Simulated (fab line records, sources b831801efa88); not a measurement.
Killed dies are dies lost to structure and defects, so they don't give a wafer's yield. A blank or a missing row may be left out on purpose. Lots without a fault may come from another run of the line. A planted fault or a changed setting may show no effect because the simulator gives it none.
fab line records | flow sky130
record lots=7 wafers=21 last_day=50
route steps=708 shown VT_ADJUST_HVTP@89 VT_ADJUST_LVTN@97 PAD_OPEN@708
lots that met no fault: from a run of the same line without faults
start_h: hours from the record's first day to the start of the lot's first wafer shown | wait_h: hours since the lot's step before | " the same as in the row above | L1.1+2: a row that stands for several wafers | - no value, or no start given | * or withheld: withheld | < > ~ a bound
route shown NAME@n: a module of which the file shows steps, and the number in the route of the first | usual: mean/standard deviation of fault-free wafers | same: alike in all rows | chamber/n: place in a boat | sites: the reading at each site | _std_site: their standard deviation | _edge_site: outer sites' mean less inner sites' | radius_mm: how far each site lies from the wafer's centre | mask NAME#n: copy n | behind: the tool/chamber that last shaped the wafer | hold: why the lot was held/for how many hours/how that ended | device: the transistor (n, p or np) that didn't switch | end of line: the same wafers' tests at the end of the route | a step without rows: its recipe alone | killed: dies lost to structure and defects at the first sort, not the wafer's yield | map: a wafer's dies, x killed, . not, _ none there
set.NAME: the setting as run; set.NAME@STEP: as run at that earlier step | model.NAME: the simulator's own value behind a step, which no gauge read
lots at some steps of the route; a table a step, a row a wafer
services: from which hour (start_h, from the record's first day; less than 0 if before it) a tool's chamber was out of use, for how many hours, and why
## steps
# step SKY_VT_ADJUST_HVTP_EXPOSE_04
# recipe mask_id=HVTPM na=0.6 source_shape=conventional sigma_outer=0.6 polarization=unpolarized target_cd_nm=380 dose_mj=140
# step SKY_VT_ADJUST_HVTP_PEB_05
# recipe temp_c=withheld time_s=* resist=NOVOLAK
# step SKY_VT_ADJUST_HVTP_DEVELOP_06
# recipe resist=NOVOLAK developer=TMAH develop_time_s=60 dev_temp_c=23
# step SKY_VT_ADJUST_HVTP_CD_MEAS_07
# recipe target_cd_nm=380
# usual cd_nm=380.5/2.4
# columns lot.wafer tool chamber start_h wait_h cd_nm
L143.3 cd_sem-01 - 140.14 0.1 378.7
L143.5 " - " " 378.3
L143.6 " - " " 376.9
L147.1 cd_sem-01 - 159.05 0.1 381.8
L147.3 " - " " 384.9
L147.4 " - " " 380.3
L148.1 cd_sem-02 - 163.20 0.1 382.2
L148.4 " - " " 384.8
L148.6 " - " " 382.9
L150.1 cd_sem-02 - 174.24 0.1 380.2
L150.2 " - " " 377.6
L150.3 " - " " 377.6
L154.2 cd_sem-01 - 198.86 0.1 379.0
L154.4 " - " " 382.8
L154.5 " - " " 380.2
L161.2 cd_sem-01 - 241.55 0.1 380.5
L161.3 " - " " 380.8
L161.4 " - " " 380.1
L165.1 cd_sem-02 - 270.54 0.1 378.7
L165.2 " - " " 376.9
L165.3 " - " " 375.6
# step SKY_VT_ADJUST_HVTP_OVL_MEAS_08
# usual VT_ADJUST_HVTP_OVL=-0.5/1.6
# columns lot.wafer tool chamber start_h wait_h VT_ADJUST_HVTP_OVL[nm]
L143.3 overlay-01 - 140.23 0.1 -2.1
L143.5 " - " " -1.3
L143.6 " - " " -1.8
L147.1 overlay-02 - 159.17 0.1 -1.9
L147.3 " - " " -1.3
L147.4 " - " " -1.9
L148.1 overlay-02 - 163.32 0.1 -2.7
L148.4 " - " " -2.4
L148.6 " - " " -1.4
L150.1 overlay-01 - 174.36 0.1 1.6
L150.2 " - " " 0.7
L150.3 " - " " 0.6
L154.2 overlay-02 - 198.97 0.1 -0.5
L154.4 " - " " -3.2
L154.5 " - " " 0.7
L161.2 overlay-01 - 241.65 0.1 1.2
L161.3 " - " " 1.8
L161.4 " - " " 1.3
L165.1 overlay-02 - 270.66 0.1 -2.0
L165.2 " - " " -0.8
L165.3 " - " " -0.7
# step SKY_VT_ADJUST_HVTP_IMPLANT_09
# recipe species=As energy_kev=150 dose_cm2=4.3e+12 tilt_deg=withheld
# step SKY_VT_ADJUST_HVTP_STRIP_10
# recipe chemistry=O2/N2 power_w=1400 pressure_mtorr=1500 platen_temp_c=withheld o2_flow_sccm=3000 n2_flow_sccm=300 overash_fraction=0.5
# usual drypump_motor_current_A=5.5/0.39 oes_product_au=0.716/0.0046 strip_time_to_endpoint_s=14.17/0.05
# same overash_fraction=0.5
# columns lot.wafer tool chamber start_h wait_h drypump_motor_current_A oes_product_au rf_hours_counter_h strip_time_to_endpoint_s
L143.3 plasma_asher-01 1 140.44 0.1 6.0 0.708 - 14.17
L143.5 " 1 " " 6.0 0.724 - 14.18
L143.6 " 0 " " 5.9 0.718 - 14.18
L147.1 plasma_asher-03 1 159.35 0.1 5.2 0.712 33 14.24
L147.3 " 0 " " 4.9 0.714 - 14.19
L147.4 " 1 " " 5.2 0.721 - 14.24
L148.1 plasma_asher-03 1 163.50 0.1 5.3 0.716 34 14.18
L148.4 " 0 " " 4.9 0.710 - 14.17
L148.6 " 0 " " 4.9 0.719 - 14.21
L150.1 plasma_asher-03 0 174.55 0.1 4.9 0.712 35 14.12
L150.2 " 1 " " 5.2 0.714 35 14.11
L150.3 " 0 " " 4.9 0.717 - 14.08
L154.2 plasma_asher-03 1 199.15 0.1 5.2 0.718 37 14.22
L154.4 " 1 " " 5.2 0.724 - 14.14
L154.5 " 1 " " 5.2 0.709 - 14.20
L161.2 plasma_asher-03 1 241.83 0.1 5.2 0.716 40 14.20
L161.3 " 1 " " 5.2 0.709 - 14.25
L161.4 " 0 " " 4.9 0.722 - 14.19
L165.1 plasma_asher-02 1 270.85 0.1 5.5 0.709 61 14.21
L165.2 " 0 " " 5.8 0.711 61 14.22
L165.3 " 1 " " 5.5 0.710 - 14.26
# step SKY_VT_ADJUST_HVTP_TW_MEAS_11
# usual VT_ADJUST_HVTP_TW=1338/6
# columns lot.wafer tool chamber start_h wait_h VT_ADJUST_HVTP_TW
L143.3 film_metro-04 - 140.52 0.1 1340
L143.5 " - " " 1339
L143.6 " - " " 1342
L147.1 film_metro-02 - 159.45 0.1 1335
L147.3 " - " " 1340
L147.4 " - " " 1343
L148.1 film_metro-04 - 163.60 0.1 1334
L148.4 " - " " 1339
L148.6 " - " " 1343
L150.1 film_metro-02 - 174.65 0.1 1341
L150.2 " - " " 1334
L150.3 " - " " 1339
L154.2 film_metro-02 - 199.26 0.1 1339
L154.4 " - " " 1337
L154.5 " - " " 1338
L161.2 film_metro-04 - 241.94 0.1 1330
L161.3 " - " " 1328
L161.4 " - " " 1330
L165.1 film_metro-04 - 270.95 0.1 1339
L165.2 " - " " 1332
L165.3 " - " " 1335
# step SKY_VT_ADJUST_LVTN_DEHYDRATE_00
# recipe temp_c=200 time_s=60
# step SKY_VT_ADJUST_LVTN_HMDS_01
# recipe prime_time_s=60 prime_temp_c=120
# step SKY_VT_ADJUST_LVTN_COAT_02
# recipe spin_rpm=2000 resist_thk_nm=3000
# step SKY_VT_ADJUST_LVTN_SOFTBAKE_03
# recipe temp_c=110 time_s=withheld
# step SKY_VT_ADJUST_LVTN_EXPOSE_04
# recipe mask_id=NWM_COMPLEMENT_LESS_NATIVE na=0.6 source_shape=conventional sigma_outer=0.6 polarization=unpolarized target_cd_nm=840 dose_mj=194
# usual reticle_temp_C=22.96/0.12
# same na=0.6
# columns lot.wafer tool chamber start_h wait_h mask reticle_temp_C model.VT_ADJUST_LVTN.overlay_x_nm
L143.3 iline_stepper-02 0 150.27 - NWM_COMPLEMENT_LESS_NATIVE#0 22.83 -0.3544
L143.5 " 0 " " NWM_COMPLEMENT_LESS_NATIVE#0 23.05 -0.3544
L143.6 " 0 " " NWM_COMPLEMENT_LESS_NATIVE#0 22.92 -0.3544
L147.1 iline_stepper-01 0 170.10 - NWM_COMPLEMENT_LESS_NATIVE#0 22.89 -0.3559
L147.3 " 0 " " NWM_COMPLEMENT_LESS_NATIVE#0 22.75 -0.3559
L147.4 " 0 " " NWM_COMPLEMENT_LESS_NATIVE#0 22.77 -0.3559
L148.1 iline_stepper-02 0 173.38 - NWM_COMPLEMENT_LESS_NATIVE#0 22.95 323.2
L148.4 " 0 " " NWM_COMPLEMENT_LESS_NATIVE#0 22.92 323.2
L148.6 " 0 " " NWM_COMPLEMENT_LESS_NATIVE#0 22.76 323.2
L150.1 iline_stepper-02 0 185.13 - NWM_COMPLEMENT_LESS_NATIVE#0 23.00 324
L150.2 " 0 " " NWM_COMPLEMENT_LESS_NATIVE#0 22.92 324
L150.3 " 0 " " NWM_COMPLEMENT_LESS_NATIVE#0 23.05 324
L154.2 iline_stepper-02 0 210.34 - NWM_COMPLEMENT_LESS_NATIVE#0 22.81 322.5
L154.4 " 0 " " NWM_COMPLEMENT_LESS_NATIVE#0 23.00 322.5
L154.5 " 0 " " NWM_COMPLEMENT_LESS_NATIVE#0 22.99 322.5
L161.2 iline_stepper-01 0 252.51 - NWM_COMPLEMENT_LESS_NATIVE#0 22.84 0.9545
L161.3 " 0 " " NWM_COMPLEMENT_LESS_NATIVE#0 23.01 0.9545
L161.4 " 0 " " NWM_COMPLEMENT_LESS_NATIVE#0 22.74 0.9545
L165.1 iline_stepper-01 0 283.14 - NWM_COMPLEMENT_LESS_NATIVE#0 23.09 -0.3165
L165.2 " 0 " " NWM_COMPLEMENT_LESS_NATIVE#0 23.01 -0.3165
L165.3 " 0 " " NWM_COMPLEMENT_LESS_NATIVE#0 23.05 -0.3165
# step SKY_VT_ADJUST_LVTN_PEB_05
# recipe temp_c=115 time_s=withheld
# step SKY_VT_ADJUST_LVTN_DEVELOP_06
# recipe wall_angle_deg=90 developer=TMAH develop_time_s=60 dev_temp_c=23
# step SKY_VT_ADJUST_LVTN_OVL_MEAS_07
# usual VT_ADJUST_LVTN_OVL=0.3/1.4
# columns lot.wafer tool chamber start_h wait_h VT_ADJUST_LVTN_OVL[nm]
L143.3 overlay-01 - 159.41 - 1.2
L143.5 " - " " -0.1
L143.6 " - " " 1.5
L147.1 overlay-01 - 180.10 - 0.2
L147.3 " - " " -0.2
L147.4 " - " " -1.4
L148.1 overlay-02 - 183.48 - 323.6
L148.4 " - " " 324.4
L148.6 " - " " 322.6
L150.1 overlay-02 - 195.80 - 325.4
L150.2 " - " " 323.5
L150.3 " - " " 323.1
L154.2 overlay-01 - 220.91 - 323.2
L154.4 " - " " 322.7
L154.5 " - " " 324.7
L161.2 overlay-01 - 264.71 - -0.7
L161.3 " - " " -0.9
L161.4 " - " " 0.0
L165.1 overlay-02 - 294.94 - 0.3
L165.2 " - " " -1.4
L165.3 " - " " -0.8
# step SKY_VT_ADJUST_LVTN_IMPLANT_08
# recipe species=B energy_kev=30 dose_cm2=1.57e+12 tilt_deg=withheld
# step SKY_PAD_OPEN_PROBE_99
# usual killed_at_M0_to_M3=43/7.3 killed_at_M4_up=3.6/1.9 killed_at_contacts=23/5.3 killed_at_front_end=15/4.5 killed_at_other=0.3/0.72 killed_dies=85/9.4 killed_on_rim=17/4.2 killed_open=46/6.7 killed_short=38/6.8
# same gross_dies=492 killed_at_back_side=0
# columns lot.wafer tool chamber start_h wait_h killed_at_M0_to_M3 killed_at_M4_up killed_at_contacts killed_at_front_end killed_at_other killed_dies killed_on_rim killed_open killed_short
L143.3 prober-02 - 1088.09 0.2 44 5 20 14 0 83 12 49 34
L143.5 prober-02 - 1088.19 0.2 37 5 23 18 0 83 19 54 29
L143.6 prober-02 - 1088.24 0.2 57 4 23 21 0 105 24 56 49
L148.1 prober-02 - 1120.52 0.1 48 2 28 402 1 481 95 47 49
L148.4 prober-02 - 1120.67 0.2 34 2 17 430 0 483 96 42 21
L148.6 prober-02 - 1120.77 0.2 45 1 31 405 0 482 96 57 35
L150.1 prober-01 - 1129.03 0.1 58 2 21 404 0 485 95 56 43
L150.2 prober-01 - 1129.08 0.1 32 2 29 419 0 482 93 40 39
L150.3 prober-01 - 1129.13 0.2 31 4 27 424 0 486 94 44 40
L154.2 prober-02 - 1164.26 0.2 52 3 22 400 0 477 94 53 34
L154.4 prober-02 - 1164.36 0.2 50 9 20 404 0 483 95 55 44
L154.5 prober-02 - 1164.41 0.3 34 3 21 425 0 483 94 38 31
L165.1 prober-01 - 1203.20 0.1 42 5 21 20 2 90 19 55 34
L165.2 prober-01 - 1203.25 0.1 46 2 23 9 1 81 14 37 43
L165.3 prober-01 - 1203.30 0.2 46 2 20 15 0 83 12 51 31
# killed by level:class
L143.3 CONTACT:geometric_particle:open=8 VIA1:geometric_particle:open=8 LI_CONTACT:geometric_particle:open=7 VIA2:geometric_particle:short=7 VIA3:geometric_particle:open=6 VIA2:geometric_particle:open=6 METAL1:geometric_particle:short=5 FIELD_ISO:geometric_particle:open=4
L143.5 LI_CONTACT:geometric_particle:open=9 VIA2:geometric_particle:open=9 CONTACT:geometric_particle:open=8 VIA1:geometric_particle:open=7 METAL2:geometric_particle:short=6 FIELD_ISO:geometric_particle:open=4 FIELD_ISO:geometric_particle:short=4 POLY_GATE:geometric_particle:open=4
L143.6 VIA1:geometric_particle:open=19 FIELD_ISO:geometric_particle:short=12 LI_CONTACT:geometric_particle:open=9 METAL1:geometric_particle:short=7 VIA2:geometric_particle:open=7 VIA1:geometric_particle:short=6 VIA3:geometric_particle:short=5 VIA3:geometric_particle:open=5
L148.1 VT_ADJUST_LVTN:overlay=385 METAL2:geometric_particle:short=10 VIA2:geometric_particle:open=9 CONTACT:geometric_particle:open=9 VIA1:geometric_particle:open=8 POLY_GATE:geometric_particle:open=5 LI_CONTACT:geometric_particle:short=5 LI_CONTACT:geometric_particle:open=5
L148.4 VT_ADJUST_LVTN:overlay=420 CONTACT:geometric_particle:open=9 VIA1:geometric_particle:open=7 VIA2:geometric_particle:open=7 VIA3:geometric_particle:open=6 FIELD_ISO:geometric_particle:short=5 LI_CONTACT:geometric_particle:open=4 METAL1:geometric_particle:short=3
L148.6 VT_ADJUST_LVTN:overlay=390 VIA1:geometric_particle:open=12 CONTACT:geometric_particle:open=9 VIA3:geometric_particle:open=9 CONTACT:geometric_particle:short=7 LI_CONTACT:geometric_particle:open=7 LOCAL_INTERCONNECT:geometric_particle:short=5 METAL2:geometric_particle:short=5
L150.1 VT_ADJUST_LVTN:overlay=385 VIA1:geometric_particle:open=12 VIA2:geometric_particle:open=9 VIA1:geometric_particle:short=8 VIA2:geometric_particle:short=8 POLY_GATE:geometric_particle:open=7 CONTACT:geometric_particle:open=7 METAL1:geometric_particle:short=7
L150.2 VT_ADJUST_LVTN:overlay=402 CONTACT:geometric_particle:open=8 VIA1:geometric_particle:open=8 LOCAL_INTERCONNECT:geometric_particle:short=7 POLY_GATE:geometric_particle:short=6 CONTACT:geometric_particle:short=6 LI_CONTACT:geometric_particle:open=5 VIA1:geometric_particle:short=5
L150.3 VT_ADJUST_LVTN:overlay=402 CONTACT:geometric_particle:open=12 POLY_GATE:geometric_particle:short=8 LOCAL_INTERCONNECT:geometric_particle:short=8 METAL1:geometric_particle:short=7 POLY_GATE:geometric_particle:open=6 VIA1:geometric_particle:open=6 VIA2:geometric_particle:open=5
L154.2 VT_ADJUST_LVTN:overlay=390 CONTACT:geometric_particle:open=12 VIA1:geometric_particle:open=12 VIA2:geometric_particle:open=10 VIA3:geometric_particle:open=7 METAL1:geometric_particle:short=6 VIA1:geometric_particle:short=5 POLY_GATE:geometric_particle:open=4
L154.4 VT_ADJUST_LVTN:overlay=384 VIA1:geometric_particle:open=13 VIA3:geometric_particle:open=12 CONTACT:geometric_particle:open=9 METAL2:geometric_particle:short=6 METAL1:geometric_particle:short=5 METAL4:geometric_particle:short=5 FIELD_ISO:geometric_particle:short=4
L154.5 VT_ADJUST_LVTN:overlay=414 CONTACT:geometric_particle:open=9 METAL1:geometric_particle:short=7 LI_CONTACT:geometric_particle:open=6 VIA1:geometric_particle:open=5 VIA2:geometric_particle:open=5 POLY_GATE:geometric_particle:open=4 VIA3:geometric_particle:open=4
L165.1 VIA1:geometric_particle:open=10 VIA3:geometric_particle:open=10 FIELD_ISO:geometric_particle:short=7 VIA2:geometric_particle:open=7 LI_CONTACT:geometric_particle:open=6 CONTACT:geometric_particle:open=6 LOCAL_INTERCONNECT:geometric_particle:short=6 FIELD_ISO:geometric_particle:open=4
L165.2 CONTACT:geometric_particle:open=10 VIA2:geometric_particle:open=9 VIA1:geometric_particle:short=7 LI_CONTACT:geometric_particle:open=6 VIA1:geometric_particle:open=5 VIA2:geometric_particle:short=5 VIA3:geometric_particle:short=5 FIELD_ISO:geometric_particle:short=4
L165.3 VIA1:geometric_particle:open=12 VIA2:geometric_particle:open=8 CONTACT:geometric_particle:open=7 VIA3:geometric_particle:open=7 LI_CONTACT:geometric_particle:open=6 METAL1:geometric_particle:short=5 FIELD_ISO:geometric_particle:short=4 POLY_GATE:geometric_particle:short=4
# map L148.4 (x killed, . not)
__________xxxxxxxxxx_________
________xxxxxxxxxxxxxx_______
______xxxxxxxxxxxxxxxxxx_____
_____xxxxxxxxx.xx.xxxxxxx____
____xxxxxxxxxxxxxxxxxxxxxx___
___xxxxxxxxxxxxxxxxxxxxxxxx__
__xxxxxxxxxxxxxxxxxxxxxxxxxx_
_xxxxxxxxxxxxxxxxxxxxxxxxxxxx
_xxxxxxx.xxxxxxxxxxxxxxxxxxxx
_xxxxxxxx.xxxxxxxxxxxxxxxxxxx
_xxxxxxxxxxxxxxxxxxxxxxxxxxxx
_xx.xxxxxxxxxxxxxxxxxxxxxxxxx
_xxxxxxxxxxxxxx.xxxxxxxxxxxxx
_xxxxxxxxxxxxxxxxxxxxxxxxxxxx
_xxxxxxxxxxxxxxxxxxxxxxxxxxxx
__xxxxxxxxxxxxxxxxxxxxxxxxxx_
___xxxxxxxxxx.xxxxxxxxxx.xx__
____xxxxxxxxxxxxxxxxxxxxxx___
_____xxxxxxxxxxxxxxxxxxxx____
______xxxxxx.xxxxxxxxxxx_____
________xxxxxxxxxxxxxx_______
__________xxxxxxxxxx_________
# map L150.3 (x killed, . not)
__________xxxxxxxxxx_________
________xxxxxxxxxxxxxx_______
______xxxxxxxxxxxxxxxxxx_____
_____xxxxxxxxxxxxxxxxxxxx____
____xxxxxxxxxxxxxxxxxxxxxx___
___xxxxxxxxxxxxxxxxxxxxxxxx__
__xxxxxxxxxxxxxxxxxxxxxxx.xx_
_xxxxxxxxxxxxxxxxxxxxx.xxxxxx
_xx.xxxxxxxxxxxxxxxxxxxxxxxxx
_xxxxxxxxxxxxxxxxxxxxxxxxxxxx
_xxxxxxxxxxxxxxxxxxxxxxxxxx.x
_xxxxxxxxxxxxxxxxxxxxxxxxxxxx
_xxxxxxxxxxxxxxxxxxxxxxxxxxxx
_xxxxxxxxxxxxxxxxxxxxxxxxxxxx
_xxxxxxxxxxxxxxxxxxxxxxxxxxxx
__xxxxxxxxxxxxxxxxxxxxxxxxxx_
___xxxxxxxxxxxxxxxxxxxxxxxx__
____.xxxxxxxxxxxxxxxxxxxxx___
_____xxxxxxxxxxxxxxxxxxxx____
______.xxxxxxxxxxxxxxxxx_____
________xxxxxxxxxxxxxx_______
__________xxxxxxxxxx_________
## services
# columns tool chamber start_h hours kind
plasma_asher-03 - 131.21 14.6 pm
iline_stepper-01 - 133.70 2.1 pm
iline_stepper-01 - 135.79 - consumable_replace:lamp
iline_stepper-01 - 135.84 9.6 repair
iline_stepper-01 0 151.96 - calibration
plasma_asher-03 - 155.23 1.2 repair
plasma_asher-03 - 156.31 2.3 repair
plasma_asher-02 - 183.08 1.3 repair
plasma_asher-02 - 192.57 2.1 repair
iline_stepper-02 0 204.73 - calibration
plasma_asher-03 - 220.43 4.1 repair
iline_stepper-01 - 220.87 4.4 pm
iline_stepper-02 - 228.51 20.8 repair
plasma_asher-02 - 253.98 0.7 repair
iline_stepper-02 - 254.03 1.7 pm
plasma_asher-03 - 261.82 1.4 repair
iline_stepper-01 - 265.24 6.6 repair
## key
first_sign step=SKY_VT_ADJUST_LVTN_OVL_MEAS_07 reading=VT_ADJUST_LVTN_OVL direction=up sigmas=99+ usual=0.3 struck=323.7
effect step=SKY_PAD_OPEN_PROBE_99 reading=killed_at_front_end direction=up sigmas=89 usual=15 struck=413
model_effect step=SKY_VT_ADJUST_LVTN_EXPOSE_04 value=VT_ADJUST_LVTN.overlay_x_nm without=-0.5558 struck=323.2
more_kills_born_at SKY_VT_ADJUST_LVTN_EXPOSE_04@iline_stepper-02=3572
met_at SKY_VT_ADJUST_LVTN_EXPOSE_04
struck_wafers L148.1,L148.4,L148.6,L150.1,L150.2,L150.3,L154.2,L154.4,L154.5
tester_left_out L148,L150,L154
onset_between 150.27 173.38
fault kind=scanner_matching_overlay tool=iline_stepper-02 chamber=- onset_h=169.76 steps=SKY_VT_ADJUST_LVTN_EXPOSE_04 offset=323.77
# tester_left_out: of these lots the tester's yield and bins aren't shown, on N5 and GAA mostly nor the transistor test; their killed dies are dies lost to structure and defects alone, not to doping, threshold or leakage, so they don't give the yield
